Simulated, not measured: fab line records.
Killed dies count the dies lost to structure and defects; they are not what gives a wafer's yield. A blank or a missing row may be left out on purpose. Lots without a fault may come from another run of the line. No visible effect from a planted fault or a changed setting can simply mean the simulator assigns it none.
Which tool is to blame? + flow sfq-line + 42 wafers from 14 lots sampled at 4 of the route's 325 steps

== WHAT EACH GAUGE READ, for each wafer ==
SFQ_M6_OVL_MEAS_940. Usual: for M6_OVL the level is 2 nm and the standard deviation is 4.5.
| lot  | measured     | on         | M6_OVL (nm) | flag |
|------|--------------|------------|-------------|------|
| L190 | day 63 09:23 | overlay-02 | 13 3 8      |      |
| L191 | day 63 16:35 | overlay-02 | -1 -2 3     |      |
| L192 | day 63 18:58 | overlay-02 | 9 0 6       |      |
| L193 | day 63 22:34 | overlay-02 | 1 9 10      |      |
| L194 | day 64 02:10 | overlay-01 | 0 3 0       |      |
| L195 | day 64 13:43 | overlay-02 | 2 8 3       |      |
| L196 | day 72 10:16 | overlay-01 | 1 -2 -3     |      |
| L202 | day 73 11:28 | overlay-01 | 3 7 11      |      |
| L203 | day 73 14:02 | overlay-01 | -5 -2 -2    |      |
| L204 | day 73 22:16 | overlay-01 | -9 -5 0     |      |
| L205 | day 74 03:15 | overlay-01 | 1 5 4       |      |
| L206 | day 74 16:08 | overlay-02 | 1 -3 -3     |      |
| L209 | day 75 11:26 | overlay-02 | 3 3 1       |      |
| L210 | day 75 16:14 | overlay-02 | -2 -3 0     |      |

== WHICH TOOL RAN EACH LOT (tool, then ch and the chambers of the sampled wafers, then the start) ==
| lot  | SFQ_TRILAYER_I1_VIA_STRIP_STRIP_053 | SFQ_TRILAYER_M3_LITHO_COAT_080    | SFQ_TRILAYER_M3_BARC_OPEN_METAL_ETCH_100 |
|------|-------------------------------------|-----------------------------------|------------------------------------------|
| L190 | rie-metal-04 ch 0,1, day 20 16:44   | litho-track-01 ch 0, day 21 07:33 | rie-metal-03 ch 0,1, day 27 23:35        |
| L191 | rie-metal-04 ch 0,1, day 21 01:04   | litho-track-01 ch 0, day 22 09:04 | rie-metal-01 ch 0,1, day 28 17:43        |
| L192 | rie-metal-01 ch 0,1, day 21 10:40   | litho-track-03 ch 0, day 22 13:46 | rie-metal-01 ch 0,1, day 28 22:31        |
| L193 | rie-metal-04 ch 0,1, day 21 15:28   | litho-track-04 ch 0, day 22 15:04 | rie-metal-02 ch 0,1, day 29 00:55        |
| L194 | rie-metal-02 ch 0,1, day 21 22:47   | litho-track-04 ch 0, day 22 16:31 | rie-metal-03 ch 1, day 29 02:13          |
| L195 | rie-metal-04 ch 0,1, day 23 23:23   | litho-track-01 ch 0, day 24 16:02 | rie-metal-01 ch 0,1, day 30 23:16        |
| L196 | rie-metal-04 ch 0, day 26 02:59     | litho-track-04 ch 0, day 26 17:08 | rie-metal-03 ch 1, day 32 22:23          |
| L202 | rie-metal-04 ch 0,1, day 27 22:32   | litho-track-01 ch 0, day 29 02:11 | rie-metal-02 ch 0,1, day 35 02:49        |
| L203 | rie-metal-01 ch 0,1, day 28 10:40   | litho-track-04 ch 0, day 29 11:33 | rie-metal-03 ch 0,1, day 35 14:49        |
| L204 | rie-metal-02 ch 0,1, day 28 16:40   | litho-track-04 ch 0, day 29 14:01 | rie-metal-01 ch 0,1, day 35 18:25        |
| L205 | rie-metal-04 ch 0,1, day 29 00:04   | litho-track-03 ch 0, day 29 20:17 | rie-metal-01 ch 0,1, day 36 01:45        |
| L206 | rie-metal-04 ch 0,1, day 29 11:25   | litho-track-03 ch 0, day 30 04:28 | rie-metal-02 ch 0,1, day 36 10:16        |
| L209 | rie-metal-04 ch 0,1, day 30 07:49   | litho-track-03 ch 0, day 30 22:32 | rie-metal-02 ch 1, day 37 05:28          |
| L210 | rie-metal-01 ch 0,1, day 30 15:01   | litho-track-03 ch 0, day 31 16:29 | rie-metal-03 ch 0,1, day 37 16:16        |
- SFQ_TRILAYER_I1_VIA_STRIP_STRIP_053: strips in O2.
- SFQ_TRILAYER_M3_LITHO_COAT_080: resist thk 62 nm.
- SFQ_TRILAYER_M3_BARC_OPEN_METAL_ETCH_100: etches BARC in O2, target depth 125 nm, time 41.7 s.

== AS READ BY THE TOOLS THEMSELVES (means over the sampled wafers that have a number; for cases with no such wafer, the mark the record gives instead) ==
SFQ_TRILAYER_I1_VIA_STRIP_STRIP_053. Usual: drypump-motor-current-A 5.8 A, standard deviation 0.47; oes-product-au 0.999 a.u., standard deviation 0.008.
| lot  | tool         | drypump-motor-current-A (A) | oes-product-au (a.u.) | flag |
|------|--------------|-----------------------------|-----------------------|------|
| L190 | rie-metal-04 | 5.9                         | 1.004                 |      |
| L191 | rie-metal-04 | 5.6                         | 1.010                 |      |
| L192 | rie-metal-01 | 5.6                         | 0.995                 |      |
| L193 | rie-metal-04 | 5.9                         | 1.008                 |      |
| L194 | rie-metal-02 | 6.1                         | 0.988                 |      |
| L195 | rie-metal-04 | 5.6                         | 1.009                 |      |
| L196 | rie-metal-04 | 6.2                         | 0.998                 |      |
| L202 | rie-metal-04 | 5.6                         | 0.997                 |      |
| L203 | rie-metal-01 | 5.4                         | 0.994                 |      |
| L204 | rie-metal-02 | 6.2                         | 0.995                 |      |
| L205 | rie-metal-04 | 5.6                         | 1.004                 |      |
| L206 | rie-metal-04 | 5.6                         | 1.005                 |      |
| L209 | rie-metal-04 | 5.9                         | 0.991                 |      |
| L210 | rie-metal-01 | 5.4                         | 0.999                 |      |

SFQ_TRILAYER_M3_LITHO_COAT_080. Usual: spin-speed-rpm reads 3000.0 rpm (standard deviation 2.1).
| lot  | tool           | spin-speed-rpm (rpm) | flag |
|------|----------------|----------------------|------|
| L190 | litho-track-01 | 3002.8               |      |
| L191 | litho-track-01 | 3000.8               |      |
| L192 | litho-track-03 | 3000.5               |      |
| L193 | litho-track-04 | 3003.1               |      |
| L194 | litho-track-04 | 2998.9               |      |
| L195 | litho-track-01 | 3000.1               |      |
| L196 | litho-track-04 | 2999.8               |      |
| L202 | litho-track-01 | 3000.1               |      |
| L203 | litho-track-04 | 4116.4               | OFF  |
| L204 | litho-track-04 | 4118.9               | OFF  |
| L205 | litho-track-03 | 3003.8               |      |
| L206 | litho-track-03 | 3001.9               |      |
| L209 | litho-track-03 | 2999.9               |      |
| L210 | litho-track-03 | 2999.0               |      |

SFQ_TRILAYER_M3_BARC_OPEN_METAL_ETCH_100. Usual: drypump-motor-current-A 5.7 A, standard deviation 0.5; oes-product-au 0.685 a.u., standard deviation 0.0043.
| lot  | tool         | drypump-motor-current-A (A) | oes-product-au (a.u.) | flag |
|------|--------------|-----------------------------|-----------------------|------|
| L190 | rie-metal-03 | 5.6                         | 0.682                 |      |
| L191 | rie-metal-01 | 5.4                         | 0.681                 |      |
| L192 | rie-metal-01 | 5.4                         | 0.686                 |      |
| L193 | rie-metal-02 | 6.4                         | 0.688                 |      |
| L194 | rie-metal-03 | 5.0                         | 0.682                 |      |
| L195 | rie-metal-01 | 5.4                         | 0.682                 |      |
| L196 | rie-metal-03 | 5.0                         | 0.682                 |      |
| L202 | rie-metal-02 | 6.4                         | 0.687                 |      |
| L203 | rie-metal-03 | 5.6                         | 0.639                 | OFF  |
| L204 | rie-metal-01 | 5.6                         | 0.638                 | OFF  |
| L205 | rie-metal-01 | 5.4                         | 0.686                 |      |
| L206 | rie-metal-02 | 6.1                         | 0.691                 |      |
| L209 | rie-metal-02 | 5.9                         | 0.687                 |      |
| L210 | rie-metal-03 | 5.3                         | 0.683                 |      |

== THE ANSWER, worked out from the rows above alone ==
Rule: a lot is off if the mean of its wafers that have a number lies more than 3 standard deviations from the usual mean. A lot without any number at a reading at which 4 lots or more have one is off too. The other lots that the step has rows for count as sound. Order of review: gauges by route order, followed by the tools' own readings, for which a lot's mean as printed above is used. At the first step where some lot is off, the reading lying furthest off is the one used; lots without a number count as furthest.
Off, at SFQ_TRILAYER_M3_LITHO_COAT_080 on spin-speed-rpm: L203, L204.
A tool fits if, at that step or a process step before it, it ran every lot that is off, and no sound lot after the first of them. One fits: SFQ_TRILAYER_M3_LITHO_COAT_080 on litho-track-04. Its last sound lot is L196 (day 26 17:08), its first lot that is off L203 (day 29 11:33): a fault that began between those two fits.
On the lots that are off, the tool's own readings at SFQ_TRILAYER_M3_LITHO_COAT_080 differ by more than 5 times the standard deviation of the sound lots' means, which bears it out; spin-speed-rpm reads 4117.6 rpm there versus 3000.9 rpm on the sound lots.

== WHAT THE SIMULATOR HAD INSERTED ==
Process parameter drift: litho-track-04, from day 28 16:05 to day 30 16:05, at SFQ_TRILAYER_M3_LITHO_COAT_080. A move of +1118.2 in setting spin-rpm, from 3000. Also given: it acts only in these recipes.
Shown lots that were struck: L203, L204. This agrees with what the rule above found.
